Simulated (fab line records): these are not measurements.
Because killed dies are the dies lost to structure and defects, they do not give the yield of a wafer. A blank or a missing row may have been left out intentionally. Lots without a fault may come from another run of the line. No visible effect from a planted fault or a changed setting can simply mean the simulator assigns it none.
What tool caused it? ; flow sky130 ; 7 lots, 21 wafers sampled, at 1 step of a route of 708

== WHAT THE GAUGES READ, wafer by wafer ==
SKY_METAL4_CD_MEAS_13: the cd target is 300 nm.
lot;measured;on;cdNm (nm)
L159;day 42 05:38;cdSem-01;298.2 298.8 296.3
L165;day 43 20:48;cdSem-01;296.7 298.2 298.0
L167;day 44 16:33;cdSem-01;298.9 299.2 299.6
L175;day 46 21:48;cdSem-02;302.8 303.4 302.3
L177;day 46 22:46;cdSem-01;299.9 300.4 299.8
L179;day 47 12:57;cdSem-01;299.8 298.3 298.5
L181;day 48 01:32;cdSem-01;300.5 301.5 302.0

== WHICH TOOL RAN EACH LOT (tool, then ch and the chambers of the sampled wafers, then the start) ==
No process step before these readings appears in the record.

== THE ANSWER, worked out from the rows above alone ==
Rule: the usual values come from the lots themselves. The widest of any qualifying gaps counts: lots, ordered by their means at a reading, are off when they make up no more than a third of the lots, leave a main group of 4 or more, and stand apart from it by 3 or more times the standard deviation of that group's means. If all means in a main group match to the digits the tables above print for the reading, that group is not used. A lot without any number at a reading at which 4 lots or more have one is off too. The other lots that the step has rows for count as sound.
Across all readings shown, no lot is off: no conclusion can be drawn from this.

== WHAT THE SIMULATOR HAD INSERTED ==
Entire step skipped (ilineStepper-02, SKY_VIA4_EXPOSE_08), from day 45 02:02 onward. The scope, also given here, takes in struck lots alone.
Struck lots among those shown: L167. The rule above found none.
